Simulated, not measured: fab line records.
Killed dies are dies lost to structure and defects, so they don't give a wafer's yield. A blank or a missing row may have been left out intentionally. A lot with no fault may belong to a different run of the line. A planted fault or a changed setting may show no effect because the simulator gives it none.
Which tool did it? + flow gf180mcu + 13 lots with 38 wafers sampled at 4 steps, on a route of 602 steps

## WHAT THE GAUGES SHOWED, per wafer
GF_NSD_CD_MEAS_07: the cd target is 400 nm. Usual: cdNm 399.3 nm, standard deviation 2.3.
| lot  | measured     | on       | cdNm (nm)         | flag |
|------|--------------|----------|-------------------|------|
| L843 | day 13 05:20 | cdSem-01 | 397.4 397.1 399.7 |      |
| L844 | day 13 16:34 | cdSem-01 | 401.2 401.5 403.3 |      |
| L845 | day 14 00:11 | cdSem-02 | 394.0 396.0 395.1 |      |
| L856 | day 18 08:27 | cdSem-02 | 411.0 400.5       |      |
| L857 | day 18 17:12 | cdSem-01 | 396.7 395.6 397.4 |      |
| L858 | day 18 17:59 | cdSem-02 | 398.6 397.6 395.7 |      |
| L860 | day 19 14:22 | cdSem-01 | 403.2 402.1 402.0 |      |
| L861 | day 19 14:54 | cdSem-02 | 398.0 398.7 398.0 |      |
| L862 | day 20 00:46 | cdSem-01 | 400.3 398.5 400.1 |      |
| L863 | day 20 09:32 | cdSem-01 | 402.3 398.9 400.7 |      |
| L864 | day 20 17:25 | cdSem-02 | 399.4 398.1 397.3 |      |
| L865 | day 21 06:26 | cdSem-01 | 398.0 398.1 398.4 |      |
| L866 | day 21 08:33 | cdSem-02 | 399.9 400.4 401.7 |      |

GF_M3_CD_MEAS_14: the cd target is 280 nm. Usual: cdNm 280.2 nm, standard deviation 1.3.
| lot  | measured     | on       | cdNm (nm)         | flag |
|------|--------------|----------|-------------------|------|
| L843 | day 21 08:16 | cdSem-01 | 280.6 279.9 281.2 |      |
| L844 | day 21 18:56 | cdSem-01 | 280.2 279.7 279.3 |      |
| L845 | day 22 04:21 | cdSem-01 | 281.0 281.2 280.7 |      |
| L856 | day 26 11:32 | cdSem-01 | 277.5 278.7       |      |
| L857 | day 26 19:12 | cdSem-02 | 278.2 279.0 277.8 |      |
| L858 | day 26 19:23 | cdSem-02 | 280.5 280.1 279.3 |      |
| L860 | day 27 10:28 | cdSem-02 | 280.4 279.8 280.8 |      |
| L861 | day 27 12:46 | cdSem-01 | 280.7 281.4 280.5 |      |
| L862 | day 27 21:49 | cdSem-02 | 280.1 279.3 279.8 |      |
| L863 | day 28 04:00 | cdSem-01 | 280.4 280.4 279.9 |      |
| L864 | day 28 10:55 | cdSem-01 | 282.8 282.0 281.7 |      |
| L865 | day 28 19:39 | cdSem-01 | 282.3 282.4 283.1 |      |
| L866 | day 28 22:53 | cdSem-02 | 279.1 280.6 279.8 |      |

GF_V4_OVL_MEAS_15. Usual: V4_OVL gives 1 nm (standard deviation 5.9).
| lot  | measured     | on         | V4_OVL (nm) | flag |
|------|--------------|------------|-------------|------|
| L843 | day 24 09:47 | overlay-02 | -4 -1 1     |      |
| L844 | day 24 19:00 | overlay-01 | -3 -4 -2    |      |
| L845 | day 25 03:41 | overlay-02 | -5 -8 1     |      |
| L856 | day 29 03:49 | overlay-02 | -2 -4       |      |
| L857 | day 29 10:20 | overlay-01 | -4 5 7      |      |
| L858 | day 29 10:34 | overlay-02 | -4 -2 -5    |      |
| L860 | day 30 01:51 | overlay-02 | 13 13 12    |      |
| L861 | day 30 03:02 | overlay-02 | -11 -10 -11 |      |
| L862 | day 30 12:08 | overlay-02 | 5 0 8       |      |
| L863 | day 30 17:04 | overlay-02 | -5 -8 -2    |      |
| L864 | day 30 23:41 | overlay-01 | -6 -2 -4    |      |
| L865 | day 31 08:31 | overlay-02 | -8 -3 -4    |      |
| L866 | day 31 09:31 | overlay-01 | 4 1 0       |      |

## EACH LOT AND THE TOOL THAT RAN IT (in order: tool; ch and the chambers of the sampled wafers; start)
| lot  | GF_NSD_DEVELOP_06                |
|------|----------------------------------|
| L843 | lithoTrack-01 ch 0, day 13 05:11 |
| L844 | lithoTrack-03 ch 0, day 13 16:25 |
| L845 | lithoTrack-03 ch 0, day 14 00:02 |
| L856 | lithoTrack-01 ch 0, day 18 08:19 |
| L857 | lithoTrack-04 ch 0, day 18 17:03 |
| L858 | lithoTrack-03 ch 0, day 18 17:50 |
| L860 | lithoTrack-04 ch 0, day 19 14:13 |
| L861 | lithoTrack-03 ch 0, day 19 14:46 |
| L862 | lithoTrack-04 ch 0, day 20 00:37 |
| L863 | lithoTrack-03 ch 0, day 20 09:23 |
| L864 | lithoTrack-03 ch 0, day 20 17:16 |
| L865 | lithoTrack-03 ch 0, day 21 06:17 |
| L866 | lithoTrack-01 ch 0, day 21 08:25 |
- GF_NSD_DEVELOP_06: develop time 60 s.

## WHAT THE TOOLS THEMSELVES READ (means of the sampled wafers that have a number; where no wafer has one, the mark that the record gives instead)
The record holds no such reading with a usual standard deviation.

## THE ANSWER, worked out from the rows above alone
Rule: lot off if the mean of its wafers having a number is beyond 3 standard deviations from the usual mean. A lot without any number at a reading at which 4 lots or more have one is off too. The other lots that the step has rows for count as sound. After the gauges, taken in route order, come the tools' own readings; for these a lot's mean is taken, as printed above. At the first step where some lot is off, the reading lying furthest off is the one used; lots without a number count as furthest.
No lot is off on any of the readings shown, so nothing can be concluded from this.

## WHAT THE SIMULATOR HAD INSERTED
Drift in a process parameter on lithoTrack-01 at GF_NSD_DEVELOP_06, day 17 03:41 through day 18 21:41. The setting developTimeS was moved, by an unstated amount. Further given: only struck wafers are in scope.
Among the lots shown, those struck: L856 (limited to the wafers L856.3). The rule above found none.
